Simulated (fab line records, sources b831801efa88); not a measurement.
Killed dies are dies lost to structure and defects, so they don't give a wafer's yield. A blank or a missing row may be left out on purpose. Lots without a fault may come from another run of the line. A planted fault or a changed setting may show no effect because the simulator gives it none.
fab line records | flow gf180mcu | part 1 of 2: steps 1 to 29 of 38
record lots=5 wafers=15 last_day=34
route steps=602 shown M3@421 V3@429 M4@456
lots that met no fault: from a run of the same line without faults
start_h: hours from the record's first day to the start of the lot's first wafer shown | wait_h: hours since the lot's step before | " the same as in the row above | L1.1+2: a row that stands for several wafers | - no value, or no start given | * or withheld: withheld | < > ~ a bound
route shown NAME@n: a module of which the file shows steps, and the number in the route of the first | usual: mean/standard deviation of fault-free wafers | same: alike in all rows | chamber/n: place in a boat | sites: the reading at each site | _std_site: their standard deviation | _edge_site: outer sites' mean less inner sites' | radius_mm: how far each site lies from the wafer's centre | mask NAME#n: copy n | behind: the tool/chamber that last shaped the wafer | hold: why the lot was held/for how many hours/how that ended | device: the transistor (n, p or np) that didn't switch | end of line: the same wafers' tests at the end of the route | a step without rows: its recipe alone | killed: dies lost to structure and defects at the first sort, not the wafer's yield | map: a wafer's dies, x killed, . not, _ none there
set.NAME: the setting as run; set.NAME@STEP: as run at that earlier step | model.NAME: the simulator's own value behind a step, which no gauge read
lots at some steps of the route; a table a step, a row a wafer
services: from which hour (start_h, from the record's first day; less than 0 if before it) a tool's chamber was out of use, for how many hours, and why
## steps
# step GF_M3_PEB_12
# recipe peb_temp_c=135 peb_time_s=90 resist=KrF
# columns lot.wafer tool chamber start_h wait_h
L074.1+4+5 litho_track-04 0 - -
L079.2+4+5 litho_track-04 0 - -
L087.3+5+6 litho_track-03 0 - -
L090.2+3+4 litho_track-03 0 - -
L095.1+4+6 litho_track-04 0 - -
# step GF_M3_DEVELOP_13
# recipe develop_time_s=60 dev_temp_c=21
# columns lot.wafer tool chamber start_h wait_h
L074.1+4+5 litho_track-04 0 481.25 0.2
L079.2+4+5 litho_track-04 0 551.87 0.2
L087.3+5+6 litho_track-03 0 597.54 0.1
L090.2+3+4 litho_track-03 0 620.66 0.2
L095.1+4+6 litho_track-04 0 654.75 0.2
# step GF_M3_CD_MEAS_14
# recipe target_cd_nm=280
# usual cd_nm=280.1/1.3
# columns lot.wafer tool chamber start_h wait_h cd_nm
L074.1 cd_sem-01 - 481.40 0.1 279.3
L074.4 " - " " 279.4
L074.5 " - " " 280.1
L079.2 cd_sem-02 - 552.02 0.1 281.4
L079.4 " - " " 280.6
L079.5 " - " " 280.1
L087.3 cd_sem-01 - 597.68 0.1 281.4
L087.5 " - " " 281.5
L087.6 " - " " 280.9
L090.2 cd_sem-01 - 620.81 0.1 281.2
L090.3 " - " " 282.1
L090.4 " - " " 280.5
L095.1 cd_sem-02 - 654.90 0.1 278.5
L095.4 " - " " 279.4
L095.6 " - " " 278.5
# step GF_M3_OVL_MEAS_15
# usual M3_OVL=4/4.9
# columns lot.wafer tool chamber start_h wait_h M3_OVL[nm]
L074.1 overlay-02 - 481.52 0.1 5
L074.4 " - " " 11
L074.5 " - " " 7
L079.2 overlay-01 - 552.12 0.1 0
L079.4 " - " " 7
L079.5 " - " " 2
L087.3 overlay-01 - 597.77 0.1 3
L087.5 " - " " -5
L087.6 " - " " -3
L090.2 overlay-01 - 620.91 0.1 8
L090.3 " - " " 12
L090.4 " - " " 7
L095.1 overlay-01 - 655.02 0.1 6
L095.4 " - " " 10
L095.6 " - " " 3
# step GF_M3_METAL_ETCH_16
# recipe chemistry=Cl2/BCl3 mask_material=KrF target_depth_nm=627.5 stop_on=SiO2 pressure_mtorr=8 icp_w=800 bias_w=140 Cl2_flow_sccm=80 bcl3_flow_sccm=40 time_s=104.6
# usual chamber_pressure_mTorr=8.000/0.0074 drypump_motor_current_A=6.0/0.35 oes_product_au=0.973/0.0059 throttle_valve_pct=28.249/0.011
# columns lot.wafer tool chamber start_h wait_h chamber_pressure_mTorr drypump_motor_current_A oes_product_au rf_hours_counter_h throttle_valve_pct
L074.1 rie_metal-02 1 481.56 0.0 7.998 6.1 0.966 1 28.259
L074.4 " 0 " " 8.005 6.3 0.984 - 28.247
L074.5 " 1 " " 8.000 6.1 0.955 - 28.245
L079.2 rie_metal-04 0 552.19 0.1 8.023 6.3 0.968 - 28.264
L079.4 " 0 " " 7.997 6.3 0.977 - 28.238
L079.5 " 0 " " 7.986 6.3 0.969 - 28.253
L087.3 rie_metal-02 1 597.83 0.1 8.008 6.1 0.968 - 28.242
L087.5 " 1 " " 8.007 6.1 0.981 - 28.246
L087.6 " 0 " " 7.997 6.3 0.969 - 28.239
L090.2 rie_metal-04 1 620.98 0.1 8.012 5.4 0.966 - 28.258
L090.3 " 1 " " 7.992 5.4 0.968 - 28.253
L090.4 " 1 " " 7.997 5.5 0.969 - 28.254
L095.1 rie_metal-01 0 655.05 0.0 8.001 5.7 0.972 6 28.250
L095.4 " 0 " " 8.001 5.8 0.984 - 28.227
L095.6 " 1 " " 7.995 5.9 0.971 - 28.231
# step GF_M3_STRIP_17
# recipe chemistry=O2/N2 power_w=1400 pressure_mtorr=1500 platen_temp_c=250 o2_flow_sccm=3000 n2_flow_sccm=300 overash_fraction=0.5
# usual chamber_pressure_mTorr=1499.8/1.4 drypump_motor_current_A=5.8/0.4 heater_power_w=323/48 oes_product_au=0.558/0.0045 strip_time_to_endpoint_s=7.87/0.038
# columns lot.wafer tool chamber start_h wait_h chamber_pressure_mTorr drypump_motor_current_A heater_power_w oes_product_au rf_hours_counter_h strip_time_to_endpoint_s
L074.1 plasma_asher-03 0 481.67 0.1 1495.6 5.7 374 0.555 85 7.82
L074.4 " 0 " " 1500.0 5.7 351 0.552 - 7.85
L074.5 " 0 " " 1500.7 5.7 363 0.554 - 7.80
L079.2 plasma_asher-03 1 552.38 0.1 1501.6 6.3 360 0.560 93 7.84
L079.4 " 1 " " 1499.0 6.3 364 0.553 - 7.84
L079.5 " 0 " " 1501.3 5.7 365 0.556 - 7.87
L087.3 plasma_asher-01 1 597.94 0.1 1500.1 5.7 362 0.553 - 7.85
L087.5 " 0 " " 1499.8 5.8 249 0.556 - 7.86
L087.6 " 1 " " 1498.4 5.6 361 0.552 - 7.84
L090.2 plasma_asher-03 0 621.17 0.1 1500.5 5.6 359 0.560 100 7.88
L090.3 " 1 " " 1499.8 6.3 355 0.558 - 7.84
L090.4 " 0 " " 1502.2 5.7 367 0.557 - 7.91
L095.1 plasma_asher-04 0 655.17 0.1 1498.8 6.0 260 0.550 23 7.80
L095.4 " 1 " " 1499.2 4.9 289 0.555 - 7.84
L095.6 " 0 " " 1500.8 6.0 274 0.565 - 7.84
# step GF_M3_STRIP_18
# recipe chemistry=post_etch_residue_remover time_s=1200 temp_c=72.5
# columns lot.wafer tool chamber start_h wait_h
L074.1+4+5 wet_bench-01 0 481.77 0.1
L079.2+4+5 wet_bench-03 1 552.48 0.1
L087.3+5+6 wet_bench-01 1 598.00 0.0
L090.2+3+4 wet_bench-03 3 621.27 0.1
L095.1+4+6 wet_bench-03 1 655.27 0.1
# step GF_M3_CLEAN_19
# recipe chemistry=DIW dry=n2_spin
# columns lot.wafer tool chamber start_h wait_h
L074.1+4+5 wet_bench-02 0 482.11 0.0
L079.2+4+5 wet_bench-01 1 552.85 0.0
L087.3+5+6 wet_bench-02 2 598.35 0.0
L090.2+3+4 wet_bench-02 3 621.61 0.0
L095.1+4+6 wet_bench-02 2 655.61 0.0
# step GF_V3_CVD_00
# recipe material=SiO2 target_thk_nm=600 sigma_open_frac=0.3 temp_c=400 time_s=100 sih4_flow_sccm=60 pressure_mtorr=6
# usual pressure_mtorr=5.997/0.014
# columns lot.wafer tool chamber start_h wait_h pressure_mtorr
L074.1 hdpcvd-02 1 482.23 0.0 5.981
L074.4 " 1 " " 5.997
L074.5 " 2 " " 5.998
L079.2 hdpcvd-01 1 552.94 0.0 6.021
L079.4 " 2 " " 6.002
L079.5 " 0 " " 5.996
L087.3 hdpcvd-01 0 598.45 0.0 6.006
L087.5 " 1 " " 5.993
L087.6 " 0 " " 5.993
L090.2 hdpcvd-02 1 621.70 0.0 5.998
L090.3 " 0 " " 6.002
L090.4 " 0 " " 6.000
L095.1 hdpcvd-01 0 655.70 0.0 6.025
L095.4 " 2 " " 5.996
L095.6 " 0 " " 6.024
# step GF_V3_THK_MEAS_01
# recipe reads=SiO2_of_V3_CVD_00
# usual V3_CVD_00_THK=601/6.6
# columns lot.wafer tool chamber start_h wait_h V3_CVD_00_THK[nm]
L074.1 film_metro-01 - 482.30 0.0 600
L074.4 " - " " 598
L074.5 " - " " 586
L079.2 film_metro-02 - 553.03 0.0 598
L079.4 " - " " 603
L079.5 " - " " 602
L087.3 film_metro-01 - 598.55 0.1 597
L087.5 " - " " 599
L087.6 " - " " 601
L090.2 film_metro-01 - 621.78 0.0 609
L090.3 " - " " 608
L090.4 " - " " 604
L095.1 film_metro-02 - 655.77 0.0 601
L095.4 " - " " 603
L095.6 " - " " 601
# step GF_V3_CVD_02
# recipe material=SiO2 target_thk_nm=850 precursor=TEOS temp_c=400 time_s=96.24 rf_w=600
# usual heater_power_w=723/76
# columns lot.wafer tool chamber start_h wait_h heater_power_w
L074.1 pecvd-04 0 482.36 0.1 696
L074.4 " 1 " " 600
L074.5 " 1 " " 648
L079.2 pecvd-01 1 553.08 0.0 843
L079.4 " 0 " " 849
L079.5 " 2 " " 676
L087.3 pecvd-04 1 598.59 0.0 728
L087.5 " 0 " " 600
L087.6 " 2 " " 735
L090.2 pecvd-04 1 621.83 0.0 660
L090.3 " 0 " " 714
L090.4 " 0 " " 737
L095.1 pecvd-01 1 655.83 0.1 779
L095.4 " 2 " " 775
L095.6 " 0 " " 807
# step GF_V3_THK_MEAS_03
# recipe reads=SiO2_of_V3_CVD_02
# usual V3_CVD_02_THK=859/12
# columns lot.wafer tool chamber start_h wait_h V3_CVD_02_THK[nm]
L074.1 film_metro-02 - 482.46 0.1 855
L074.4 " - " " 859
L074.5 " - " " 851
L079.2 film_metro-01 - 553.15 0.0 851
L079.4 " - " " 854
L079.5 " - " " 849
L087.3 film_metro-02 - 598.68 0.1 838
L087.5 " - " " 874
L087.6 " - " " 865
L090.2 film_metro-01 - 621.91 0.0 837
L090.3 " - " " 852
L090.4 " - " " 865
L095.1 film_metro-01 - 655.90 0.0 841
L095.4 " - " " 850
L095.6 " - " " 872
# step GF_V3_CMP_04
# recipe material=SiO2 down_force_psi=4 platen_rpm=60 pad_velocity_m_s=0.94248
# usual motor_current_A=11.7/1.2 retaining_ring_pressure_frac=1.000/0.005 slurry_flow_ml_min=150.0/0.43 time_to_endpoint_s=85/5.1
# columns lot.wafer tool chamber start_h wait_h motor_current_A retaining_ring_pressure_frac slurry_flow_ml_min time_to_endpoint_s
L074.1 cmp-02 0 482.52 0.1 12.7 1.006 150.1 83
L074.4 " 2 " " 11.6 0.994 150.2 84
L074.5 " 0 " " 13.1 0.996 149.8 84
L079.4 cmp-02 0 553.20 0.0 13.9 1.000 149.7 85
L079.2 " 3 " " 12.0 1.002 150.3 79
L079.5 " 1 " " 11.6 0.993 150.3 84
L087.3 cmp-01 0 598.82 0.1 11.1 1.011 149.9 82
L087.6 " 2 " " 12.6 1.007 150.2 81
L087.5 " 3 " " 10.9 1.000 149.7 88
L090.3 cmp-02 2 621.96 0.0 10.3 0.995 150.2 78
L090.4 " 3 " " 12.2 1.002 149.5 88
L090.2 " 0 " " 13.0 1.010 150.2 74
L095.4 cmp-01 0 656.01 0.1 11.2 0.999 150.0 83
L095.1 " 1 " " 9.7 0.999 150.4 78
L095.6 " 0 " " 11.3 1.005 150.0 93
# step GF_V3_BOW_MEAS_05
# recipe mode=bow
# usual V3_BOW=117/8.1
# columns lot.wafer tool chamber start_h wait_h V3_BOW[um]
L074.1 film_metro-02 - 482.82 0.2 119
L074.4 " - " " 124
L074.5 " - " " 110
L079.2 film_metro-01 - 553.52 0.1 123
L079.4 " - " " 107
L079.5 " - " " 118
L087.3 film_metro-02 - 599.06 0.2 125
L087.5 " - " " 116
L087.6 " - " " 124
L090.2 film_metro-03 - 622.28 0.2 103
L090.3 " - " " 113
L090.4 " - " " 101
L095.1 film_metro-01 - 656.26 0.1 134
L095.4 " - " " 134
L095.6 " - " " 122
# step GF_V3_DEHYDRATE_06
# recipe temp_c=200 time_s=60
# columns lot.wafer tool chamber start_h wait_h
L074.1+4+5 litho_track-01 0 494.05 11.2
L079.2+4+5 litho_track-03 0 563.71 10.2
L087.3+5+6 litho_track-03 0 608.34 9.3
L090.2+3+4 litho_track-03 0 631.16 8.9
L095.1+4+6 litho_track-01 0 666.15 9.9
# step GF_V3_HMDS_07
# recipe prime_time_s=60 prime_temp_c=120
# columns lot.wafer tool chamber start_h wait_h
L074.1+4+5 litho_track-01 0 494.20 0.1
L079.2+4+5 litho_track-03 0 563.86 0.1
L087.3+5+6 litho_track-03 0 608.49 0.1
L090.2+3+4 litho_track-03 0 631.31 0.1
L095.1+4+6 litho_track-01 0 666.30 0.1
# step GF_V3_COAT_08
# recipe resist=BARC temp_c=withheld time_s=withheld spin_rpm=withheld resist_thk_nm=withheld
# columns lot.wafer tool chamber start_h wait_h
L074.1+4+5 litho_track-01 0 494.35 0.1
L079.2+4+5 litho_track-03 0 564.01 0.1
L087.3+5+6 litho_track-03 0 608.64 0.1
L090.2+3+4 litho_track-03 0 631.46 0.1
L095.1+4+6 litho_track-01 0 666.45 0.1
# step GF_V3_COAT_09
# recipe resist=KrF spin_rpm=withheld resist_thk_nm=1000
# columns lot.wafer tool chamber start_h wait_h
L074.1+4+5 litho_track-01 0 - -
L079.2+4+5 litho_track-03 0 - -
L087.3+5+6 litho_track-03 0 - -
L090.2+3+4 litho_track-03 0 - -
L095.1+4+6 litho_track-01 0 - -
# step GF_V3_SOFTBAKE_10
# recipe temp_c=130 time_s=60 resist=KrF
# columns lot.wafer tool chamber start_h wait_h
L074.1+4+5 litho_track-01 0 - -
L079.2+4+5 litho_track-03 0 - -
L087.3+5+6 litho_track-03 0 - -
L090.2+3+4 litho_track-03 0 - -
L095.1+4+6 litho_track-01 0 - -
# step GF_V3_EXPOSE_11
# recipe mask_id=Via3 target_cd_nm=260 na=0.68 source_shape=conventional sigma_outer=0.6 dose_mj=38
# usual stage_vel_mm_s=500.01/0.26
# same na=0.68
# columns lot.wafer tool chamber start_h wait_h mask stage_vel_mm_s
L074.1 krf_scanner-01 0 - - Via3#0 500.26
L074.4 " 0 " " Via3#0 499.89
L074.5 " 0 " " Via3#0 499.81
L079.2 krf_scanner-01 0 - - Via3#0 500.09
L079.4 " 0 " " Via3#0 499.62
L079.5 " 0 " " Via3#0 500.09
L087.3 krf_scanner-01 0 - - Via3#0 499.80
L087.5 " 0 " " Via3#0 500.03
L087.6 " 0 " " Via3#0 500.32
L090.2 krf_scanner-01 0 - - Via3#0 500.00
L090.3 " 0 " " Via3#0 499.80
L090.4 " 0 " " Via3#0 499.56
L095.1 krf_scanner-02 0 - - Via3#0 500.07
L095.4 " 0 " " Via3#0 499.96
L095.6 " 0 " " Via3#0 499.96
# step GF_V3_PEB_12
# recipe peb_temp_c=135 peb_time_s=90 resist=KrF
# columns lot.wafer tool chamber start_h wait_h
L074.1+4+5 litho_track-01 0 - -
L079.2+4+5 litho_track-01 0 - -
L087.3+5+6 litho_track-02 0 - -
L090.2+3+4 litho_track-03 0 - -
L095.1+4+6 litho_track-02 0 - -
# step GF_V3_DEVELOP_13
# recipe develop_time_s=60 resist=KrF dev_temp_c=21
# columns lot.wafer tool chamber start_h wait_h
L074.1+4+5 litho_track-01 0 506.30 0.2
L079.2+4+5 litho_track-01 0 575.47 0.2
L087.3+5+6 litho_track-02 0 619.66 0.1
L090.2+3+4 litho_track-03 0 641.46 0.2
L095.1+4+6 litho_track-02 0 676.41 0.2
# step GF_V3_CD_MEAS_14
# recipe target_cd_nm=260
# usual cd_nm=259.8/1.2
# columns lot.wafer tool chamber start_h wait_h cd_nm
L074.1 cd_sem-01 - 506.45 0.1 261.4
L074.4 " - " " 259.3
L074.5 " - " " 260.3
L079.2 cd_sem-01 - 575.62 0.1 256.6
L079.4 " - " " 259.0
L079.5 " - " " 257.3
L087.3 cd_sem-02 - 619.80 0.1 261.9
L087.5 " - " " 261.7
L087.6 " - " " 263.0
L090.2 cd_sem-01 - 641.61 0.1 259.4
L090.3 " - " " 259.8
L090.4 " - " " 258.1
L095.1 cd_sem-02 - 676.56 0.1 259.6
L095.4 " - " " 260.4
L095.6 " - " " 259.9
# step GF_V3_OVL_MEAS_15
# usual V3_OVL=-4/5.4
# columns lot.wafer tool chamber start_h wait_h V3_OVL[nm]
L074.1 overlay-01 - 506.57 0.1 -3
L074.4 " - " " -9
L074.5 " - " " -1
L079.2 overlay-01 - 575.73 0.1 -6
L079.4 " - " " -5
L079.5 " - " " -5
L087.3 overlay-02 - 619.89 0.1 -8
L087.5 " - " " -4
L087.6 " - " " -8
L090.2 overlay-01 - 641.71 0.1 -9
L090.3 " - " " -5
L090.4 " - " " -5
L095.1 overlay-02 - 676.68 0.1 -1
L095.4 " - " " -6
L095.6 " - " " 1
# step GF_V3_ETCH_16
# recipe chemistry=N2/H2 target_depth_a=withheld overetch_a=withheld time_s=withheld target=BARC ion_energy_ev=200 source_w=500 bias_w=100 pressure_mtorr=30 n2_flow_sccm=100 h2_flow_sccm=200
# usual chamber_pressure_mTorr=30.00/0.052 drypump_motor_current_A=5.6/0.57 oes_product_au=0.854/0.0048 throttle_valve_pct=13.224/0.0091
# columns lot.wafer tool chamber start_h wait_h chamber_pressure_mTorr drypump_motor_current_A oes_product_au throttle_valve_pct
L074.1 rie_diel-02 3 506.61 0.0 30.02 5.4 0.861 13.219
L074.4 " 2 " " 29.96 6.3 0.848 13.223
L074.5 " 0 " " 30.04 6.3 0.858 13.223
L079.2 rie_diel-03 1 575.76 0.0 30.00 5.4 0.852 13.215
L079.4 " 3 " " 29.98 4.7 0.862 13.237
L079.5 " 0 " " 29.98 4.7 0.858 13.217
L087.3 rie_diel-02 2 619.92 0.0 29.96 6.3 0.859 13.226
L087.5 " 0 " " 29.98 6.3 0.852 13.228
L087.6 " 1 " " 30.00 6.3 0.852 13.212
L090.2 rie_diel-03 2 641.74 0.0 30.01 5.3 0.870 13.222
L090.3 " 0 " " 29.98 4.7 0.855 13.223
L090.4 " 3 " " 29.98 4.7 0.846 13.238
L095.1 rie_diel-03 0 676.72 0.0 30.01 4.7 0.853 13.218
L095.4 " 1 " " 30.02 5.4 0.854 13.227
L095.6 " 0 " " 30.04 4.7 0.857 13.240
# step GF_V3_ETCH_17
# recipe chemistry=C4F8/O2/Ar mask_material=KrF target=SiO2 stop_on=TiN source_w=1500 bias_w=1200 pressure_mtorr=40 c4f8_flow_sccm=withheld O2_flow_sccm=6 Ar_flow_sccm=300 time_s=withheld target_depth_a=6350
# usual chamber_pressure_mTorr=40.00/0.033 oes_product_au=0.855/0.0044
# columns lot.wafer tool chamber start_h wait_h chamber_pressure_mTorr oes_product_au
L074.1 rie_diel-02 3 - - 39.96 0.848
L074.4 " 2 " " 40.02 0.864
L074.5 " 0 " " 39.99 0.858
L079.2 rie_diel-03 1 - - 40.00 0.856
L079.4 " 3 " " 40.04 0.858
L079.5 " 0 " " 39.96 0.858
L087.3 rie_diel-02 2 - - 39.95 0.864
L087.5 " 0 " " 39.97 0.855
L087.6 " 1 " " 40.01 0.850
L090.2 rie_diel-03 2 - - 39.96 0.856
L090.3 " 0 " " 40.01 0.858
L090.4 " 3 " " 39.99 0.859
L095.1 rie_diel-03 0 - - 40.00 0.853
L095.4 " 1 " " 40.09 0.858
L095.6 " 0 " " 39.99 0.854
# step GF_V3_STRIP_18
# recipe chemistry=O2/N2 power_w=1400 pressure_mtorr=1500 platen_temp_c=250 o2_flow_sccm=3000 n2_flow_sccm=300 overash_fraction=0.5
# usual chamber_pressure_mTorr=1499.9/1.3 drypump_motor_current_A=5.9/0.32 heater_power_w=321/43 oes_product_au=0.591/0.0047
# columns lot.wafer tool chamber start_h wait_h chamber_pressure_mTorr drypump_motor_current_A heater_power_w oes_product_au rf_hours_counter_h
L074.1 plasma_asher-03 0 506.74 - 1500.8 5.6 358 0.588 88
L074.4 " 1 " " 1498.1 6.3 356 0.588 -
L074.5 " 1 " " 1502.0 6.3 358 0.588 -
L079.2 plasma_asher-02 0 575.88 - 1499.5 6.4 283 0.588 44
L079.4 " 0 " " 1501.2 6.4 286 0.596 -
L079.5 " 0 " " 1500.1 6.4 286 0.589 -
L087.3 plasma_asher-02 1 620.08 - 1499.6 5.6 317 0.592 -
L087.5 " 0 " " 1500.6 6.4 283 0.595 -
L087.6 " 1 " " 1499.7 5.6 329 0.601 -
L090.2 plasma_asher-01 1 641.87 - 1501.0 5.7 348 0.588 90
L090.3 " 0 " " 1500.3 5.8 251 0.584 -
L090.4 " 1 " " 1498.9 5.7 360 0.595 -
L095.1 plasma_asher-01 0 676.85 - 1499.7 5.8 250 0.590 94
L095.4 " 1 " " 1501.2 5.7 361 0.592 -
L095.6 " 1 " " 1498.8 5.7 366 0.595 -
# step GF_V3_STRIP_19
# recipe chemistry=post_etch_residue_remover time_s=1200 temp_c=72.5
# columns lot.wafer tool chamber start_h wait_h
L074.1+4+5 wet_bench-03 1 506.85 0.1
L079.2+4+5 wet_bench-01 1 575.98 0.1
L087.3+5+6 wet_bench-03 3 620.15 0.0
L090.2+3+4 wet_bench-01 0 641.97 0.1
L095.1+4+6 wet_bench-03 3 676.95 0.1
# step GF_V3_CLEAN_20
# recipe chemistry=DIW dry=n2_spin
# columns lot.wafer tool chamber start_h wait_h
L074.1+4+5 wet_bench-01 2 507.23 0.0
L079.2+4+5 wet_bench-01 2 576.33 0.0
L087.3+5+6 wet_bench-03 2 620.49 0.0
L090.2+3+4 wet_bench-01 1 642.31 0.0
L095.1+4+6 wet_bench-01 1 677.29 0.0
